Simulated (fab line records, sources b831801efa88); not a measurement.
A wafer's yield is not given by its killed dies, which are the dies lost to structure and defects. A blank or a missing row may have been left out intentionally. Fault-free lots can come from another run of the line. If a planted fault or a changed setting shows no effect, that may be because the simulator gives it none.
fab line records | flow sky130 | part 1 of 2: steps 1 to 42 of 43
[record] lots = 6 | wafers = 18 | last-day = 49
route steps=708 shown METAL3@555 VIA3@573 PAD_OPEN@708
lots that met no fault: from a run of the same line without faults
start-h: hours from the record's first day to the start of the lot's first wafer shown | wait-h: how many hours have passed since the lot's step before this one | " identical to the entry in the row above | L1.1+2: a row that stands for several wafers | - no value, or no start given | * or withheld: withheld | < > ~ a bound
route shown NAME@n: NAME is a module with steps in the file, n the number in the route of the first one | usual: mean/standard deviation of fault-free wafers | same: alike in all rows | chamber/n: place in a boat | sites: each site's reading | _std_site: the values' standard deviation | _edge_site: mean of outer sites minus mean of inner sites | radius-mm: for every site, how far away it sits from the centre of the wafer | mask NAME#n: copy n | behind: the most recent tool/chamber to have shaped the wafer | hold: why the lot was held/for how many hours/how that ended | device: the n, p or np transistor that did not switch | end of line: the route-end tests of the same wafers | a step given without rows: its recipe and nothing more | killed: dies lost to structure and defects at the first sort, not the wafer's yield | map: per-die view of a wafer (x killed, . not killed, _ where there is no die)
set.NAME: setting as actually run; set.NAME@STEP: the setting as run at that earlier step | model.NAME: the simulator's own value behind a step, which no gauge read
certain route steps with their lots: each step a table, each wafer a row
services: the hour from which a tool's chamber was out of use, counted from the record's first day as start-h (under 0 if before that day), plus the number of hours and why
[[steps]]
[step SKY_METAL3_DEHYDRATE_05]
[recipe] temp-c = 200 | time-s = 60
[step SKY_METAL3_HMDS_06]
[recipe] prime-time-s = 60 | prime-temp-c = 120
[step SKY_METAL3_COAT_07]
[recipe] resist = BARC | temp-c = withheld | time-s = withheld | spin-rpm = 3000 | resist-thk-nm = 60
[step SKY_METAL3_COAT_08]
[recipe] resist = KrF-thick | spin-rpm = 3000 | resist-thk-nm = 1140
[step SKY_METAL3_SOFTBAKE_09]
[recipe] temp-c = 100 | time-s = 86.24 | resist = KrF-thick
[step SKY_METAL3_EXPOSE_10]
[recipe] mask-id = MM3 | na = 0.68 | source-shape = annular | sigma-inner = 0.4 | sigma-outer = 0.8 | target-cd-nm = 300 | dose-mj = 28
[step SKY_METAL3_PEB_11]
[recipe] peb-temp-c = withheld | peb-time-s = withheld | resist = KrF-thick
[step SKY_METAL3_DEVELOP_12]
[recipe] develop-time-s = 60 | resist = KrF-thick | dev-temp-c = 21
[step SKY_METAL3_CD_MEAS_13]
[recipe] target-cd-nm = 300
[usual] cd-nm = 299.6/1.4
lot.wafer | tool      | chamber | start-h | wait-h | cd-nm
L255.1    | cd-sem-02 | -       | 957.73  | -      | 298.9
L255.5    | "         | -       | "       | "      | 298.7
L255.6    | "         | -       | "       | "      | 299.7
L253.1    | cd-sem-01 | -       | 958.88  | -      | 297.4
L253.2    | "         | -       | "       | "      | 295.9
L253.4    | "         | -       | "       | "      | 296.4
L254.2    | cd-sem-01 | -       | 961.70  | -      | 298.0
L254.5    | "         | -       | "       | "      | 298.2
L254.6    | "         | -       | "       | "      | 298.1
L263.2    | cd-sem-02 | -       | 1024.89 | -      | 300.1
L263.4    | "         | -       | "       | "      | 299.3
L263.5    | "         | -       | "       | "      | 299.4
L265.1    | cd-sem-02 | -       | 1025.22 | -      | 300.2
L265.4    | "         | -       | "       | "      | 299.1
L265.5    | "         | -       | "       | "      | 299.2
L266.1    | cd-sem-02 | -       | 1033.67 | -      | 298.9
L266.3    | "         | -       | "       | "      | 297.7
L266.5    | "         | -       | "       | "      | 298.5
[step SKY_METAL3_OVL_MEAS_14]
[usual] METAL3_OVL = 0/5.9
lot.wafer | tool       | chamber | start-h | wait-h | METAL3_OVL[nm]
L255.1    | overlay-02 | -       | 957.85  | 0.1    | 2
L255.5    | "          | -       | "       | "      | 5
L255.6    | "          | -       | "       | "      | 6
L253.1    | overlay-02 | -       | 959.00  | 0.1    | -2
L253.2    | "          | -       | "       | "      | -2
L253.4    | "          | -       | "       | "      | -2
L254.2    | overlay-02 | -       | 961.80  | 0.1    | 2
L254.5    | "          | -       | "       | "      | 5
L254.6    | "          | -       | "       | "      | -5
L263.2    | overlay-01 | -       | 1025.00 | 0.1    | 8
L263.4    | "          | -       | "       | "      | 11
L263.5    | "          | -       | "       | "      | 5
L265.1    | overlay-02 | -       | 1025.34 | 0.1    | -2
L265.4    | "          | -       | "       | "      | -4
L265.5    | "          | -       | "       | "      | -4
L266.1    | overlay-02 | -       | 1033.79 | 0.1    | -8
L266.3    | "          | -       | "       | "      | -5
L266.5    | "          | -       | "       | "      | -5
[step SKY_METAL3_DESCUM_15]
[recipe] chemistry = O2 | source-power-w = 150 | bias-power-w = 0 | pressure-mtorr = 10 | temp-c = 40 | time-s = 8
[step SKY_METAL3_ETCH_16]
[recipe] chemistry = N2/H2 | target = BARC | ion-energy-ev = 200 | bias-w = 100 | pressure-mtorr = 30 | n2-flow-sccm = 100 | h2-flow-sccm = 200 | icp-w = 500 | stop-on = SiO2 | time-s = 88.2 | target-depth-a = 600
[step SKY_METAL3_ETCH_17]
[recipe] target = SiO2 | stop-on = TiN | chemistry = C4F8/O2/Ar | source-w = 1500 | bias-w = 1200 | pressure-mtorr = 40 | c4f8-flow-sccm = withheld | O2_flow_sccm = 6 | Ar_flow_sccm = 300 | time-s = 3.9 | target-depth-a = 150
[usual] bias-w = 1200/3.6 | oes-product-au = 0.754/0.007
lot.wafer | tool        | chamber | start-h | wait-h | bias-w | oes-product-au | rf-hours-counter-h
L255.1    | rie-diel-01 | 3       | 958.01  | 0.1    | 1205   | 0.753          | 17
L255.5    | "           | 0       | "       | "      | 1199   | 0.760          | -
L255.6    | "           | 1       | "       | "      | 1194   | 0.759          | -
L253.1    | rie-diel-01 | 2       | 959.16  | 0.1    | 1200   | 0.747          | 11
L253.2    | "           | 0       | "       | "      | 1202   | 0.739          | 19
L253.4    | "           | 1       | "       | "      | 1198   | 0.759          | 17
L254.2    | rie-diel-04 | 1       | 961.96  | 0.1    | 1204   | 0.755          | 4
L254.5    | "           | 2       | "       | "      | 1201   | 0.754          | -
L254.6    | "           | 3       | "       | "      | 1202   | 0.756          | -
L263.2    | rie-diel-04 | 1       | 1025.16 | 0.1    | 1205   | 0.742          | 6
L263.4    | "           | 0       | "       | "      | 1199   | 0.750          | -
L263.5    | "           | 2       | "       | "      | 1200   | 0.753          | -
L265.1    | rie-diel-01 | 0       | 1025.51 | 0.1    | 1197   | 0.760          | 22
L265.4    | "           | 2       | "       | "      | 1200   | 0.760          | 13
L265.5    | "           | 2       | "       | "      | 1199   | 0.763          | -
L266.1    | rie-diel-03 | 2       | 1033.96 | 0.1    | 1199   | 0.738          | 15
L266.3    | "           | 3       | "       | "      | 1200   | 0.753          | 12
L266.5    | "           | 2       | "       | "      | 1194   | 0.756          | -
[step SKY_METAL3_METAL_ETCH_18]
[recipe] target-depth-a = 8450 | stop-on = SiO2 | over-etch-frac = 0.3 | time-s = 183.1 | chemistry = Cl2/BCl3 | resist-sidewall-deg = 88 | pressure-mtorr = 10 | icp-w = 900 | bias-w = 48.5 | Cl2_flow_sccm = 60 | bcl3-flow-sccm = 30
[step SKY_METAL3_STRIP_19]
[recipe] chemistry = O2/N2 | power-w = 1400 | pressure-mtorr = 1500 | platen-temp-c = withheld | o2-flow-sccm = 3000 | n2-flow-sccm = 300 | overash-fraction = 0.5
[step SKY_METAL3_STRIP_20]
[recipe] chemistry = post-etch-residue-remover | time-s = 1200 | temp-c = 72.5
[step SKY_METAL3_CLEAN_21]
[recipe] chemistry = IPA | time-s = 180 | temp-c = 25
[step SKY_METAL3_CLEAN_22]
[recipe] chemistry = O3/DIW | dry = n2-spin
[step SKY_VIA3_HDPCVD_00]
[recipe] material = SiO2 | target-thk-nm = 1635 | sigma-open-frac = 0.3 | time-s = 272.5 | temp-c = 400 | sih4-flow-sccm = 60 | pressure-mtorr = 6
[step SKY_VIA3_THK_MEAS_01]
[recipe] reads = SiO2_of_VIA3_HDPCVD_00
[usual] VIA3_HDPCVD_THK = 1637/16
lot.wafer | tool          | chamber | start-h | wait-h | VIA3_HDPCVD_THK[nm]
L255.1    | film-metro-01 | -       | 958.97  | 0.1    | 1654
L255.5    | "             | -       | "       | "      | 1646
L255.6    | "             | -       | "       | "      | 1653
L253.1    | film-metro-02 | -       | 960.16  | 0.1    | 1632
L253.2    | "             | -       | "       | "      | 1629
L253.4    | "             | -       | "       | "      | 1618
L254.2    | film-metro-02 | -       | 962.96  | 0.1    | 1653
L254.5    | "             | -       | "       | "      | 1659
L254.6    | "             | -       | "       | "      | 1673
L263.2    | film-metro-01 | -       | 1026.15 | 0.1    | 1597
L263.4    | "             | -       | "       | "      | 1604
L263.5    | "             | -       | "       | "      | 1621
L265.1    | film-metro-04 | -       | 1026.49 | 0.1    | 1656
L265.4    | "             | -       | "       | "      | 1638
L265.5    | "             | -       | "       | "      | 1622
L266.1    | film-metro-04 | -       | 1034.91 | 0.1    | 1633
L266.3    | "             | -       | "       | "      | 1651
L266.5    | "             | -       | "       | "      | 1625
[step SKY_VIA3_CMP_02]
[recipe] material = SiO2 | down-force-psi = 4 | platen-rpm = 60 | pad-velocity-m-s = 0.94248
[usual] edge-zone-pressure-frac = 1.000/0.0053 | motor-current-A = 12.1/1.1 | platen-rpm = 60.00/0.034 | retaining-ring-pressure-frac = 1.001/0.0049
lot.wafer | tool   | chamber | start-h | wait-h | edge-zone-pressure-frac | motor-current-A | platen-rpm | retaining-ring-pressure-frac
L255.1    | cmp-02 | 2       | 959.12  | 0.1    | 1.004                   | 10.9            | 60.02      | 1.001
L255.6    | "      | 2       | "       | "      | 1.007                   | 11.0            | 59.98      | 1.001
L255.5    | "      | 3       | "       | "      | 1.014                   | 12.2            | 59.94      | 0.992
L253.2    | cmp-02 | 2       | 960.27  | 0.1    | 1.001                   | 10.5            | 60.00      | 1.002
L253.1    | "      | 3       | "       | "      | 0.996                   | 11.7            | 59.98      | 1.003
L253.4    | "      | 0       | "       | "      | 1.001                   | 12.8            | 60.00      | 1.006
L254.2    | cmp-02 | 0       | 963.06  | 0.1    | 1.002                   | 12.4            | 59.95      | 0.996
L254.5    | "      | 3       | "       | "      | 1.004                   | 11.9            | 59.97      | 0.995
L254.6    | "      | 0       | "       | "      | 1.001                   | 12.5            | 59.97      | 1.004
L263.2    | cmp-02 | 1       | 1026.22 | 0.1    | 1.003                   | 12.4            | 59.99      | 0.995
L263.4    | "      | 2       | "       | "      | 0.995                   | 10.5            | 60.03      | 1.007
L263.5    | "      | 1       | "       | "      | 1.002                   | 12.2            | 59.96      | 0.999
L265.1    | cmp-01 | 0       | 1026.55 | 0.1    | 1.002                   | 10.7            | 59.99      | 0.997
L265.4    | "      | 3       | "       | "      | 0.991                   | 12.0            | 60.01      | 0.995
L265.5    | "      | 0       | "       | "      | 0.996                   | 11.6            | 60.03      | 0.993
L266.3    | cmp-02 | 3       | 1034.97 | 0.0    | 0.994                   | 11.7            | 59.98      | 1.005
L266.1    | "      | 0       | "       | "      | 0.996                   | 12.5            | 59.93      | 1.006
L266.5    | "      | 0       | "       | "      | 0.997                   | 12.2            | 59.96      | 0.996
[step SKY_VIA3_BOW_MEAS_03]
[recipe] mode = bow
[usual] VIA3_BOW = 79/8.1
lot.wafer | tool          | chamber | start-h | wait-h | VIA3_BOW[um]
L255.1    | film-metro-04 | -       | 959.42  | 0.2    | 74
L255.5    | "             | -       | "       | "      | 99
L255.6    | "             | -       | "       | "      | 90
L253.1    | film-metro-01 | -       | 960.52  | 0.1    | 77
L253.2    | "             | -       | "       | "      | 93
L253.4    | "             | -       | "       | "      | 88
L254.2    | film-metro-04 | -       | 963.33  | 0.2    | 85
L254.5    | "             | -       | "       | "      | 86
L254.6    | "             | -       | "       | "      | 92
L263.2    | film-metro-01 | -       | 1026.56 | 0.3    | 74
L263.4    | "             | -       | "       | "      | 56
L263.5    | "             | -       | "       | "      | 72
L265.1    | film-metro-04 | -       | 1026.85 | 0.2    | 88
L265.4    | "             | -       | "       | "      | 81
L265.5    | "             | -       | "       | "      | 87
L266.1    | film-metro-01 | -       | 1035.27 | 0.2    | 73
L266.3    | "             | -       | "       | "      | 81
L266.5    | "             | -       | "       | "      | 72
[step SKY_VIA3_DEHYDRATE_04]
[recipe] temp-c = 200 | time-s = 60
[step SKY_VIA3_HMDS_05]
[recipe] prime-time-s = 60 | prime-temp-c = 120
[step SKY_VIA3_COAT_06]
[recipe] resist = BARC | temp-c = withheld | time-s = withheld | spin-rpm = 3000 | resist-thk-nm = 60
[step SKY_VIA3_COAT_07]
[recipe] resist = KrF-thick | spin-rpm = 3000 | resist-thk-nm = 450
[step SKY_VIA3_SOFTBAKE_08]
[recipe] temp-c = 100 | time-s = 90 | resist = KrF-thick
[step SKY_VIA3_EXPOSE_09]
[recipe] mask-id = VIM3 | na = 0.8 | source-shape = annular | sigma-inner = 0.55 | sigma-outer = 0.85 | target-cd-nm = 200 | dose-mj = 37.22
[step SKY_VIA3_PEB_10]
[recipe] peb-temp-c = withheld | peb-time-s = withheld | resist = KrF-thick
[step SKY_VIA3_DEVELOP_11]
[recipe] develop-time-s = 60 | resist = KrF-thick | dev-temp-c = 21
[step SKY_VIA3_CD_MEAS_12]
[recipe] target-cd-nm = 200
[usual] cd-nm = 200.6/1.8
lot.wafer | tool      | chamber | start-h | wait-h | cd-nm
L255.1    | cd-sem-02 | -       | 983.32  | -      | 202.5
L255.5    | "         | -       | "       | "      | 201.9
L255.6    | "         | -       | "       | "      | 201.8
L253.1    | cd-sem-02 | -       | 984.62  | -      | 199.5
L253.2    | "         | -       | "       | "      | 199.5
L253.4    | "         | -       | "       | "      | 199.7
L254.2    | cd-sem-02 | -       | 987.09  | -      | 200.4
L254.5    | "         | -       | "       | "      | 200.5
L254.6    | "         | -       | "       | "      | 198.9
L263.2    | cd-sem-02 | -       | 1049.33 | -      | 201.5
L263.4    | "         | -       | "       | "      | 200.8
L263.5    | "         | -       | "       | "      | 201.0
L265.1    | cd-sem-02 | -       | 1049.52 | -      | 201.4
L265.4    | "         | -       | "       | "      | 201.6
L265.5    | "         | -       | "       | "      | 201.5
L266.1    | cd-sem-02 | -       | 1057.42 | -      | 204.1
L266.3    | "         | -       | "       | "      | 203.6
L266.5    | "         | -       | "       | "      | 203.5
[step SKY_VIA3_OVL_MEAS_13]
[usual] VIA3_OVL = 1/5.4
lot.wafer | tool       | chamber | start-h | wait-h | VIA3_OVL[nm]
L255.1    | overlay-01 | -       | 983.44  | 0.1    | 3
L255.5    | "          | -       | "       | "      | -2
L255.6    | "          | -       | "       | "      | -7
L253.1    | overlay-01 | -       | 984.74  | 0.1    | 1
L253.2    | "          | -       | "       | "      | 4
L253.4    | "          | -       | "       | "      | -2
L254.2    | overlay-02 | -       | 987.20  | 0.1    | 1
L254.5    | "          | -       | "       | "      | 3
L254.6    | "          | -       | "       | "      | -2
L263.2    | overlay-02 | -       | 1049.43 | 0.1    | 5
L263.4    | "          | -       | "       | "      | 0
L263.5    | "          | -       | "       | "      | 6
L265.1    | overlay-01 | -       | 1049.64 | 0.1    | 3
L265.4    | "          | -       | "       | "      | 3
L265.5    | "          | -       | "       | "      | 3
L266.1    | overlay-01 | -       | 1057.54 | 0.1    | 0
L266.3    | "          | -       | "       | "      | 4
L266.5    | "          | -       | "       | "      | -5
[step SKY_VIA3_ETCH_14]
[recipe] chemistry = N2/H2 | target = BARC | ion-energy-ev = 200 | source-w = 500 | bias-w = 100 | pressure-mtorr = 30 | n2-flow-sccm = 100 | h2-flow-sccm = 200 | stop-on = SiO2 | time-s = 45.9 | target-depth-a = 600
[step SKY_VIA3_ETCH_15]
[recipe] target = SiO2 | chemistry = C4F8/O2/Ar | target-depth-nm = 507 | stop-on = TiN | mask-material = KrF-thick | source-w = 1500 | bias-w = 1200 | pressure-mtorr = 40 | c4f8-flow-sccm = withheld | O2_flow_sccm = 6 | Ar_flow_sccm = 300 | time-s = 78
[usual] bias-w = 1200/3.5 | oes-product-au = 0.946/0.0047
lot.wafer | tool        | chamber | start-h | wait-h | bias-w | oes-product-au | rf-hours-counter-h
L255.1    | rie-diel-02 | 2       | 983.51  | 0.0    | 1204   | 0.948          | 20
L255.5    | "           | 2       | "       | "      | 1198   | 0.947          | -
L255.6    | "           | 3       | "       | "      | 1200   | 0.949          | -
L253.1    | rie-diel-01 | 3       | 984.82  | 0.0    | 1201   | 0.944          | 18
L253.2    | "           | 2       | "       | "      | 1200   | 0.938          | 12
L253.4    | "           | 3       | "       | "      | 1208   | 0.947          | -
L254.2    | rie-diel-01 | 3       | 987.27  | 0.0    | 1204   | 0.927          | 19
L254.5    | "           | 0       | "       | "      | 1196   | 0.945          | -
L254.6    | "           | 2       | "       | "      | 1200   | 0.950          | -
L263.2    | rie-diel-01 | 0       | 1049.50 | 0.0    | 1200   | 0.956          | 23
L263.4    | "           | 2       | "       | "      | 1194   | 0.941          | 14
L263.5    | "           | 3       | "       | "      | 1202   | 0.942          | -
L265.1    | rie-diel-04 | 2       | 1049.72 | 0.0    | 1200   | 0.955          | 18
L265.4    | "           | 0       | "       | "      | 1201   | 0.947          | 13
L265.5    | "           | 1       | "       | "      | 1200   | 0.945          | -
L266.1    | rie-diel-01 | 3       | 1057.61 | 0.0    | 1205   | 0.945          | 21
L266.3    | "           | 0       | "       | "      | 1197   | 0.942          | 23
L266.5    | "           | 2       | "       | "      | 1195   | 0.947          | -
[step SKY_VIA3_STRIP_16]
[recipe] chemistry = O2/N2 | power-w = 1400 | pressure-mtorr = 1500 | platen-temp-c = withheld | o2-flow-sccm = 3000 | n2-flow-sccm = 300 | overash-fraction = 0.5
[usual] drypump-motor-current-A = 5.63/0.21 | oes-product-au = 0.402/0.0046 | strip-time-to-endpoint-s = 4.126/0.025
[same] overash-fraction = 0.5
lot.wafer | tool            | chamber | start-h | wait-h | drypump-motor-current-A | oes-product-au | rf-hours-counter-h | strip-time-to-endpoint-s
L255.1    | plasma-asher-03 | 0       | 983.57  | 0.0    | 5.61                    | 0.404          | 54                 | 4.078
L255.5    | "               | 1       | "       | "      | 5.77                    | 0.395          | -                  | 4.126
L255.6    | "               | 0       | "       | "      | 5.60                    | 0.406          | -                  | 4.099
L253.1    | plasma-asher-02 | 1       | 984.88  | 0.0    | 5.84                    | 0.407          | 82                 | 4.166
L253.2    | "               | 0       | "       | "      | 5.60                    | 0.397          | 82                 | 4.182
L253.4    | "               | 1       | "       | "      | 5.83                    | 0.405          | -                  | 4.143
L254.2    | plasma-asher-03 | 0       | 987.33  | 0.0    | 5.63                    | 0.398          | 55                 | 4.120
L254.5    | "               | 1       | "       | "      | 5.76                    | 0.403          | -                  | 4.133
L254.6    | "               | 0       | "       | "      | 5.62                    | 0.399          | -                  | 4.118
L263.2    | plasma-asher-02 | 0       | 1049.56 | 0.0    | 5.57                    | 0.401          | 88                 | 4.128
L263.4    | "               | 0       | "       | "      | 5.54                    | 0.399          | -                  | 4.117
L263.5    | "               | 0       | "       | "      | 5.53                    | 0.398          | -                  | 4.117
L265.1    | plasma-asher-03 | 1       | 1049.78 | 0.0    | 5.74                    | 0.404          | 61                 | 4.138
L265.4    | "               | 0       | "       | "      | 5.63                    | 0.413          | -                  | 4.186
L265.5    | "               | 0       | "       | "      | 5.63                    | 0.400          | -                  | 4.171
L266.1    | plasma-asher-03 | 1       | 1057.67 | 0.0    | 5.75                    | 0.395          | 62                 | 4.127
L266.3    | "               | 1       | "       | "      | 5.73                    | 0.400          | -                  | 4.158
L266.5    | "               | 0       | "       | "      | 5.61                    | 0.413          | -                  | 4.165
[step SKY_VIA3_STRIP_17]
[recipe] chemistry = post-etch-residue-remover | time-s = 1200 | temp-c = 72.5
[step SKY_VIA3_CLEAN_18]
[recipe] chemistry = IPA | time-s = 180 | temp-c = 25
[step SKY_VIA3_CLEAN_19]
[recipe] chemistry = O3/DIW | dry = n2-spin
[step SKY_VIA3_SPUTTER_20]
[recipe] material = TiN | target-thk-nm = 20 | chamber-pressure-pa = 5 | power-w = 4000 | time-s = 80
[usual] throttle-valve-pct = 30.5/0.94
lot.wafer | tool           | chamber | start-h | wait-h | throttle-valve-pct
L255.1    | pvd-sputter-01 | -       | 984.17  | 0.0    | 30.3
L255.5    | "              | -       | "       | "      | 30.1
L255.6    | "              | -       | "       | "      | 29.9
L253.1    | pvd-sputter-03 | -       | 985.48  | 0.0    | 30.5
L253.2    | "              | -       | "       | "      | 31.3
L253.4    | "              | -       | "       | "      | 31.0
L254.2    | pvd-sputter-04 | -       | 987.96  | 0.0    | 31.1
L254.5    | "              | -       | "       | "      | 29.9
L254.6    | "              | -       | "       | "      | 30.8
L263.2    | pvd-sputter-04 | -       | 1050.20 | 0.0    | 31.1
L263.4    | "              | -       | "       | "      | 30.7
L263.5    | "              | -       | "       | "      | 31.0
L265.1    | pvd-sputter-01 | -       | 1050.42 | 0.0    | 30.0
L265.4    | "              | -       | "       | "      | 30.4
L265.5    | "              | -       | "       | "      | 28.1
L266.1    | pvd-sputter-01 | -       | 1058.27 | 0.0    | 30.0
L266.3    | "              | -       | "       | "      | 28.1
L266.5    | "              | -       | "       | "      | 30.1
[step SKY_VIA3_CVD_21]
[recipe] material = W | target-thk-nm = 390 | time-s = 117.31 | temp-c = 400 | pressure-torr = 40
[usual] heater-power-outer-w = 556/87 | heater-power-w = 925/130
lot.wafer | tool     | chamber | start-h | wait-h | heater-power-outer-w | heater-power-w
L255.1    | cvd-w-01 | 0       | 984.24  | 0.0    | 445                  | 769
L255.5    | "        | 1       | "       | "      | 526                  | 851
L255.6    | "        | 0       | "       | "      | 433                  | 783
L253.1    | cvd-w-02 | 1       | 985.54  | 0.0    | 537                  | 917
L253.2    | "        | 0       | "       | "      | 678                  | 1129
L253.4    | "        | 1       | "       | "      | 532                  | 927
L254.2    | cvd-w-02 | 1       | 988.02  | 0.0    | 541                  | 916
L254.5    | "        | 1       | "       | "      | 544                  | 952
L254.6    | "        | 0       | "       | "      | 688                  | 1127
L263.2    | cvd-w-02 | 1       | 1050.26 | 0.0    | 542                  | 931
L263.4    | "        | 1       | "       | "      | 539                  | 926
L263.5    | "        | 0       | "       | "      | 691                  | 1124
L265.1    | cvd-w-02 | 0       | 1050.48 | 0.0    | 684                  | 1108
L265.4    | "        | 1       | "       | "      | 549                  | 936
L265.5    | "        | 1       | "       | "      | 546                  | 921
L266.1    | cvd-w-02 | 1       | 1058.33 | 0.0    | 545                  | 911
L266.3    | "        | 1       | "       | "      | 547                  | 929
L266.5    | "        | 1       | "       | "      | 546                  | 920
[step SKY_VIA3_RS_MEAS_22]
[recipe] thk-meas-gauge = four-point-probe | reads = W_of_VIA3_CVD_21+TiN_of_VIA3_SPUTTER_20
[usual] VIA3_W_RS = 0.290/0.0036
lot.wafer | tool          | chamber | start-h | wait-h | VIA3_W_RS[ohm/sq]
L255.1    | film-metro-04 | -       | 984.36  | 0.1    | 0.291
L255.5    | "             | -       | "       | "      | 0.283
L255.6    | "             | -       | "       | "      | 0.291
L253.1    | film-metro-01 | -       | 985.66  | 0.1    | 0.294
L253.2    | "             | -       | "       | "      | 0.296
L253.4    | "             | -       | "       | "      | 0.292
L254.2    | film-metro-04 | -       | 988.16  | 0.1    | 0.291
L254.5    | "             | -       | "       | "      | 0.293
L254.6    | "             | -       | "       | "      | 0.294
L263.2    | film-metro-01 | -       | 1050.40 | 0.1    | 0.291
L263.4    | "             | -       | "       | "      | 0.288
L263.5    | "             | -       | "       | "      | 0.293
L265.1    | film-metro-04 | -       | 1050.60 | 0.1    | 0.291
L265.4    | "             | -       | "       | "      | 0.289
L265.5    | "             | -       | "       | "      | 0.292
L266.1    | film-metro-04 | -       | 1058.45 | 0.1    | 0.291
L266.3    | "             | -       | "       | "      | 0.290
L266.5    | "             | -       | "       | "      | 0.290
[step SKY_VIA3_THK_MEAS_23]
[recipe] thk-meas-gauge = xrf | reads = W_of_VIA3_CVD_21
[usual] VIA3_W_THK = 395/7.7
lot.wafer | tool          | chamber | start-h | wait-h | VIA3_W_THK[nm]
L255.1    | film-metro-04 | -       | 984.48  | 0.1    | 393
L255.5    | "             | -       | "       | "      | 404
L255.6    | "             | -       | "       | "      | 392
L253.1    | film-metro-01 | -       | 985.78  | 0.1    | 381
L253.2    | "             | -       | "       | "      | 381
L253.4    | "             | -       | "       | "      | 384
L254.2    | film-metro-04 | -       | 988.27  | 0.1    | 391
L254.5    | "             | -       | "       | "      | 390
L254.6    | "             | -       | "       | "      | 389
L263.2    | film-metro-01 | -       | 1050.51 | 0.1    | 390
L263.4    | "             | -       | "       | "      | 389
L263.5    | "             | -       | "       | "      | 382
L265.1    | film-metro-04 | -       | 1050.72 | 0.1    | 401
L265.4    | "             | -       | "       | "      | 401
L265.5    | "             | -       | "       | "      | 399
L266.1    | film-metro-04 | -       | 1058.57 | 0.1    | 397
L266.3    | "             | -       | "       | "      | 403
L266.5    | "             | -       | "       | "      | 401
